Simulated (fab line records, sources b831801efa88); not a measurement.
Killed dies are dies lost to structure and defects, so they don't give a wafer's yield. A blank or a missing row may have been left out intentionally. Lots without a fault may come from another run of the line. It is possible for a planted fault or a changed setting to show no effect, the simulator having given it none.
fab line records + flow sky130
[record]
- lots = 5
- wafers = 15
- lastDay = 50
route steps=708 shown VT_ADJUST_NCORE@129 VT_ADJUST_HVTR@131 PAD_OPEN@708
lots that met no fault: taken from a fault-free run of the same line
startH: hours from the record's opening day to when the first of the lot's shown wafers began + waitH: hours since the lot's step before + " identical to the entry in the row above + L1.1+2: one row covering several wafers at once + - value missing, or start not given + * or withheld: withheld + < > ~ a bound
route shown NAME@n: a module of which the file shows steps, and the number in the route of the first + usual: mean/standard deviation taken from wafers without a fault + same: alike in all rows + chamber/n: place in a boat + sites: per-site readings + _std_site: standard deviation across them + _edge_site: inner sites' mean taken away from outer sites' mean + radiusMm: for every site, how far away it sits from the centre of the wafer + mask NAME#n: copy n + behind: tool/chamber where the wafer was last shaped + hold: why the lot went on hold/how many hours it stayed there/how the hold came to an end + device: which transistor (n, p or np) failed to switch + end of line: tests run on the same wafers once the route is complete + a step without rows: its recipe alone + killed: the dies lost at the first sort to structure and to defects; this is not the yield of the wafer + map: dies across one wafer; x = killed, . = not, _ = none there
set.NAME: the run value of the setting; set.NAME@STEP: its run value at that earlier step + model.NAME: the simulator's own value behind a step, which no gauge read
a table for each step, a row for each wafer; lots at some steps of the route
services: from which hour (startH, from the record's first day; less than 0 if before it) a tool's chamber was out of use, for how many hours, and why
[[steps]]
[step SKY_VT_ADJUST_NCORE_STRIP_10]
[recipe]
- chemistry = O2/N2
- powerW = 1400
- pressureMtorr = 1500
- platenTempC = withheld
- o2FlowSccm = 3000
- n2FlowSccm = 300
- overashFraction = 0.5
[usual]
- drypumpMotorCurrentA = 5.4/0.52
- o2FlowSccm = 3000/8.9
- oesProductAu = 0.716/0.0045
- stripTimeToEndpointS = 14.18/0.041
| lot.wafer | tool           | chamber | startH | waitH | drypumpMotorCurrentA | o2FlowSccm | oesProductAu | rfHoursCounterH | stripTimeToEndpointS |
|-----------|----------------|---------|--------|-------|----------------------|------------|--------------|-----------------|----------------------|
| L263.2    | plasmaAsher-01 | 1       | 249.57 | 0.1   | 5.5                  | 2994       | 0.711        | 56              | 14.23                |
| L263.3    | "              | 1       | "      | "     | 5.5                  | 3015       | 0.715        | -               | 14.23                |
| L263.5    | "              | 0       | "      | "     | 5.0                  | 3016       | 0.715        | -               | 14.22                |
| L265.1    | plasmaAsher-04 | 0       | 258.96 | 0.1   | 6.3                  | 2999       | 0.713        | 42              | 14.16                |
| L265.2    | "              | 1       | "      | "     | 5.5                  | 2980       | 0.713        | 42              | 14.17                |
| L265.5    | "              | 1       | "      | "     | 5.4                  | 3003       | 0.710        | -               | 14.15                |
| L273.1    | plasmaAsher-03 | 0       | 314.27 | 0.1   | 5.7                  | 2989       | 0.711        | 19              | 14.21                |
| L273.4    | "              | 0       | "      | "     | 5.7                  | 2994       | 0.713        | -               | 14.17                |
| L273.5    | "              | 1       | "      | "     | 4.7                  | 3004       | 0.720        | -               | 14.21                |
| L275.2    | plasmaAsher-01 | 0       | 329.72 | 0.1   | 5.0                  | 2994       | 0.720        | 63              | 14.21                |
| L275.3    | "              | 1       | "      | "     | 5.5                  | 3004       | 0.717        | -               | 14.20                |
| L275.6    | "              | 1       | "      | "     | 5.5                  | 3005       | 0.721        | -               | 14.26                |
| L276.1    | plasmaAsher-03 | 1       | 339.97 | 0.1   | 4.6                  | 3005       | 0.720        | 22              | 14.15                |
| L276.5    | "              | 0       | "      | "     | 5.7                  | 2999       | 0.712        | -               | 14.21                |
| L276.6    | "              | 1       | "      | "     | 4.6                  | 3006       | 0.720        | -               | 14.18                |
[step SKY_VT_ADJUST_NCORE_TW_MEAS_11]
[usual]
- VT_ADJUST_NCORE_TW = 221.6/2.9
| lot.wafer | tool         | chamber | startH | waitH | VT_ADJUST_NCORE_TW |
|-----------|--------------|---------|--------|-------|--------------------|
| L263.2    | filmMetro-03 | -       | 249.68 | 0.1   | 217.7              |
| L263.3    | "            | -       | "      | "     | 218.7              |
| L263.5    | "            | -       | "      | "     | 217.8              |
| L265.1    | filmMetro-02 | -       | 259.06 | 0.1   | 223.5              |
| L265.2    | "            | -       | "      | "     | 224.7              |
| L265.5    | "            | -       | "      | "     | 223.7              |
| L273.1    | filmMetro-02 | -       | 314.37 | 0.1   | 224.3              |
| L273.4    | "            | -       | "      | "     | 226.1              |
| L273.5    | "            | -       | "      | "     | 224.4              |
| L275.2    | filmMetro-04 | -       | 329.83 | 0.1   | 220.4              |
| L275.3    | "            | -       | "      | "     | 217.4              |
| L275.6    | "            | -       | "      | "     | 218.2              |
| L276.1    | filmMetro-03 | -       | 340.07 | 0.1   | 217.0              |
| L276.5    | "            | -       | "      | "     | 217.5              |
| L276.6    | "            | -       | "      | "     | 217.5              |
[step SKY_VT_ADJUST_HVTR_DEHYDRATE_00]
[recipe]
- tempC = 200
- timeS = 60
[step SKY_VT_ADJUST_HVTR_HMDS_01]
[recipe]
- primeTimeS = 60
- primeTempC = 120
[step SKY_VT_ADJUST_HVTR_COAT_02]
[recipe]
- resist = NOVOLAK
- spinRpm = 3000
- resistThkNm = 1140
[step SKY_VT_ADJUST_HVTR_SOFTBAKE_03]
[recipe]
- tempC = 90
- timeS = 60
- resist = NOVOLAK
[step SKY_VT_ADJUST_HVTR_EXPOSE_04]
[recipe]
- maskId = HVTRM
- targetCdNm = 380
- na = 0.6
- sourceShape = conventional
- sigmaOuter = 0.6
- doseMj = 150
[step SKY_VT_ADJUST_HVTR_PEB_05]
[recipe]
- tempC = withheld
- timeS = *
- resist = NOVOLAK
[step SKY_VT_ADJUST_HVTR_DEVELOP_06]
[recipe]
- developTimeS = 60
- devTempC = 23
[step SKY_VT_ADJUST_HVTR_CD_MEAS_07]
[recipe]
- targetCdNm = 380
[usual]
- cdNm = 380.4/2.7
| lot.wafer | tool     | chamber | startH | waitH | cdNm  |
|-----------|----------|---------|--------|-------|-------|
| L263.2    | cdSem-02 | -       | 272.88 | 0.1   | 381.0 |
| L263.3    | "        | -       | "      | "     | 381.8 |
| L263.5    | "        | -       | "      | "     | 381.2 |
| L265.1    | cdSem-01 | -       | 283.51 | 0.1   | 382.0 |
| L265.2    | "        | -       | "      | "     | 385.7 |
| L265.5    | "        | -       | "      | "     | 380.6 |
| L273.1    | cdSem-02 | -       | 340.56 | 0.1   | 381.1 |
| L273.4    | "        | -       | "      | "     | 377.3 |
| L273.5    | "        | -       | "      | "     | 379.1 |
| L275.2    | cdSem-02 | -       | 356.72 | 0.1   | 381.4 |
| L275.3    | "        | -       | "      | "     | 381.4 |
| L275.6    | "        | -       | "      | "     | 380.5 |
| L276.1    | cdSem-02 | -       | 367.70 | 0.1   | 379.6 |
| L276.5    | "        | -       | "      | "     | 379.6 |
| L276.6    | "        | -       | "      | "     | 377.9 |
[step SKY_VT_ADJUST_HVTR_OVL_MEAS_08]
[usual]
- VT_ADJUST_HVTR_OVL = 1.0/1.4
| lot.wafer | tool       | chamber | startH | waitH | VT_ADJUST_HVTR_OVL[nm] |
|-----------|------------|---------|--------|-------|------------------------|
| L263.2    | overlay-02 | -       | 272.99 | 0.1   | 1.6                    |
| L263.3    | "          | -       | "      | "     | 1.7                    |
| L263.5    | "          | -       | "      | "     | 1.2                    |
| L265.1    | overlay-01 | -       | 283.63 | 0.1   | 3.0                    |
| L265.2    | "          | -       | "      | "     | 2.7                    |
| L265.5    | "          | -       | "      | "     | 1.9                    |
| L273.1    | overlay-02 | -       | 340.68 | 0.1   | 1.2                    |
| L273.4    | "          | -       | "      | "     | 0.6                    |
| L273.5    | "          | -       | "      | "     | 1.2                    |
| L275.2    | overlay-01 | -       | 356.82 | 0.1   | 0.9                    |
| L275.3    | "          | -       | "      | "     | 1.4                    |
| L275.6    | "          | -       | "      | "     | 1.5                    |
| L276.1    | overlay-02 | -       | 367.82 | 0.1   | -0.8                   |
| L276.5    | "          | -       | "      | "     | 0.3                    |
| L276.6    | "          | -       | "      | "     | 0.4                    |
[step SKY_VT_ADJUST_HVTR_IMPLANT_09]
[recipe]
- species = B
- energyKev = 10
- doseCm2 = 2.1e+12
- tiltDeg = withheld
[step SKY_VT_ADJUST_HVTR_STRIP_10]
[recipe]
- chemistry = O2/N2
- powerW = 1400
- pressureMtorr = 1500
- platenTempC = withheld
- o2FlowSccm = 3000
- n2FlowSccm = 300
- overashFraction = 0.5
[usual]
- drypumpMotorCurrentA = 5.4/0.53
- o2FlowSccm = 3001/9.2
- oesProductAu = 0.716/0.0044
- stripTimeToEndpointS = 14.16/0.035
| lot.wafer | tool           | chamber | startH | waitH | drypumpMotorCurrentA | o2FlowSccm | oesProductAu | rfHoursCounterH | stripTimeToEndpointS |
|-----------|----------------|---------|--------|-------|----------------------|------------|--------------|-----------------|----------------------|
| L263.2    | plasmaAsher-02 | 0       | 273.17 | 0.1   | 6.2                  | 3007       | 0.716        | 61              | 14.19                |
| L263.3    | "              | 0       | "      | "     | 6.2                  | 3003       | 0.714        | -               | 14.20                |
| L263.5    | "              | 1       | "      | "     | 5.8                  | 3005       | 0.712        | -               | 14.20                |
| L265.1    | plasmaAsher-03 | 1       | 283.82 | 0.1   | 4.6                  | 3007       | 0.891        | 17              | -                    |
| L265.2    | "              | 0       | "      | "     | 5.7                  | 3003       | 0.887        | 17              | -                    |
| L265.5    | "              | 0       | "      | "     | 5.7                  | 3010       | 0.889        | -               | -                    |
| L273.1    | plasmaAsher-02 | 1       | 340.87 | 0.1   | 5.8                  | 3008       | 0.705        | 68              | 14.15                |
| L273.4    | "              | 1       | "      | "     | 5.8                  | 2997       | 0.710        | -               | 14.18                |
| L273.5    | "              | 1       | "      | "     | 5.8                  | 3003       | 0.715        | -               | 14.16                |
| L275.2    | plasmaAsher-02 | 0       | 357.00 | 0.1   | 6.2                  | 2992       | 0.716        | 70              | 14.21                |
| L275.3    | "              | 0       | "      | "     | 6.2                  | 3006       | 0.717        | -               | 14.21                |
| L275.6    | "              | 0       | "      | "     | 6.2                  | 2995       | 0.710        | -               | 14.21                |
| L276.1    | plasmaAsher-03 | 1       | 368.00 | 0.1   | 4.7                  | 3015       | 0.715        | 25              | 14.18                |
| L276.5    | "              | 0       | "      | "     | 5.7                  | 3001       | 0.719        | -               | 14.15                |
| L276.6    | "              | 1       | "      | "     | 4.7                  | 3003       | 0.719        | -               | 14.18                |
[step SKY_VT_ADJUST_HVTR_TW_MEAS_11]
[usual]
- VT_ADJUST_HVTR_TW = 212.1/2.7
| lot.wafer | tool         | chamber | startH | waitH | VT_ADJUST_HVTR_TW |
|-----------|--------------|---------|--------|-------|-------------------|
| L263.2    | filmMetro-02 | -       | 273.28 | 0.1   | 214.7             |
| L263.3    | "            | -       | "      | "     | 216.0             |
| L263.5    | "            | -       | "      | "     | 214.0             |
| L265.1    | filmMetro-02 | -       | 283.92 | 0.1   | 215.3             |
| L265.2    | "            | -       | "      | "     | 214.6             |
| L265.5    | "            | -       | "      | "     | 215.0             |
| L273.1    | filmMetro-03 | -       | 340.97 | 0.1   | 209.8             |
| L273.4    | "            | -       | "      | "     | 209.9             |
| L273.5    | "            | -       | "      | "     | 209.4             |
| L275.2    | filmMetro-01 | -       | 357.11 | 0.1   | 210.2             |
| L275.3    | "            | -       | "      | "     | 210.4             |
| L275.6    | "            | -       | "      | "     | 210.6             |
| L276.1    | filmMetro-01 | -       | 368.10 | 0.1   | 211.5             |
| L276.5    | "            | -       | "      | "     | 212.2             |
| L276.6    | "            | -       | "      | "     | 212.0             |
[step SKY_PAD_OPEN_PROBE_99]
[usual]
- killed_at_M0_to_M3 = 43/6.9
- killed_at_M4_up = 3.2/2
- killedAtContacts = 25/5.1
- killedAtFrontEnd = 15/4.5
- killedAtOther = 0.2/0.51
- killedDies = 85/9.5
- killedOpen = 48/6.9
- killedShort = 38/6.7
[same]
- grossDies = 492
- killedAtBackSide = 0
| lot.wafer | tool      | chamber | startH  | waitH | killed_at_M0_to_M3 | killed_at_M4_up | killedAtContacts | killedAtFrontEnd | killedAtOther | killedDies | killedOpen | killedShort |
|-----------|-----------|---------|---------|-------|--------------------|-----------------|------------------|------------------|---------------|------------|------------|-------------|
| L263.2    | prober-01 | -       | 1129.71 | 0.1   | 38                 | 4               | 29               | 18               | 0             | 89         | 47         | 42          |
| L263.3    | prober-01 | -       | 1129.76 | 0.2   | 39                 | 3               | 31               | 13               | 0             | 86         | 45         | 41          |
| L263.5    | prober-01 | -       | 1129.86 | 0.2   | 32                 | 2               | 28               | 20               | 0             | 82         | 43         | 39          |
| L276.1    | prober-02 | -       | 1192.80 | 0.1   | 42                 | 2               | 17               | 16               | 0             | 77         | 45         | 32          |
| L276.5    | prober-02 | -       | 1193.00 | 0.2   | 42                 | 0               | 28               | 20               | 1             | 91         | 52         | 39          |
| L276.6    | prober-02 | -       | 1193.05 | 0.2   | 42                 | 1               | 17               | 24               | 0             | 84         | 46         | 38          |
// killed by level:class
L263.2 CONTACT:geometricParticle:open=10 METAL1:geometricParticle:short=9 VIA1:geometricParticle:open=9 LI_CONTACT:geometricParticle:open=8 POLY_GATE:geometricParticle:short=5 CONTACT:geometricParticle:short=5 FIELD_ISO:geometricParticle:open=4 POLY_GATE:geometricParticle:open=4
L263.3 CONTACT:geometricParticle:short=10 CONTACT:geometricParticle:open=9 VIA3:geometricParticle:open=9 VIA2:geometricParticle:open=8 VIA1:geometricParticle:open=7 LI_CONTACT:geometricParticle:open=5 METAL1:geometricParticle:short=5 LOCAL_INTERCONNECT:geometricParticle:short=4
L263.5 CONTACT:geometricParticle:open=9 LI_CONTACT:geometricParticle:open=8 VIA1:geometricParticle:open=7 FIELD_ISO:geometricParticle:short=4 FIELD_ISO:geometricParticle:open=4 LOCAL_INTERCONNECT:geometricParticle:short=4 METAL2:geometricParticle:short=4 VIA3:geometricParticle:short=4
L276.1 VIA1:geometricParticle:open=12 VIA2:geometricParticle:open=6 LI_CONTACT:geometricParticle:open=6 CONTACT:geometricParticle:open=5 FIELD_ISO:geometricParticle:open=4 VIA2:geometricParticle:short=4 VIA3:geometricParticle:open=4 METAL2:geometricParticle:short=4
L276.5 LI_CONTACT:geometricParticle:open=8 CONTACT:geometricParticle:open=8 VIA3:geometricParticle:open=7 METAL1:geometricParticle:short=6 METAL2:geometricParticle:short=6 FIELD_ISO:geometricParticle:open=5 POLY_GATE:geometricParticle:short=5 VIA1:geometricParticle:short=5
L276.6 FIELD_ISO:geometricParticle:short=7 METAL2:geometricParticle:short=7 CONTACT:geometricParticle:open=7 VIA1:geometricParticle:open=7 VIA3:geometricParticle:open=6 FIELD_ISO:geometricParticle:open=5 POLY_GATE:geometricParticle:open=4 LI_CONTACT:geometricParticle:open=4
[[services]]
| tool           | chamber | startH | hours | kind   |
|----------------|---------|--------|-------|--------|
| plasmaAsher-03 | -       | 265.75 | 1.4   | repair |
| plasmaAsher-04 | -       | 295.52 | 1.5   | repair |
| plasmaAsher-03 | -       | 314.61 | 1.6   | repair |
| plasmaAsher-04 | -       | 348.73 | 13.9  | repair |
| plasmaAsher-02 | -       | 367.86 | 12.4  | repair |
[[key]]
[firstSign]
- step = SKY_VT_ADJUST_HVTR_STRIP_10
- reading = oesProductAu
- direction = up
- sigmas = 39
- usual = 0.716
- struck = 0.889
effect none on later readings
metAt SKY_VT_ADJUST_HVTR_STRIP_10
struckWafers L265.1,L265.2,L265.5
testerLeftOut L265
[fault]
- kind = stripAborted
- tool = plasmaAsher-03
- chamber = -
- onsetH = 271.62
- steps = SKY_VT_ADJUST_HVTR_STRIP_10
- offset = 0.26379
- endH = 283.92
// testerLeftOut: of these lots the tester's yield and bins aren't shown, on N5 and GAA mostly nor the transistor test; their killed dies are dies lost to structure and defects alone, not to doping, threshold or leakage, so they don't give the yield
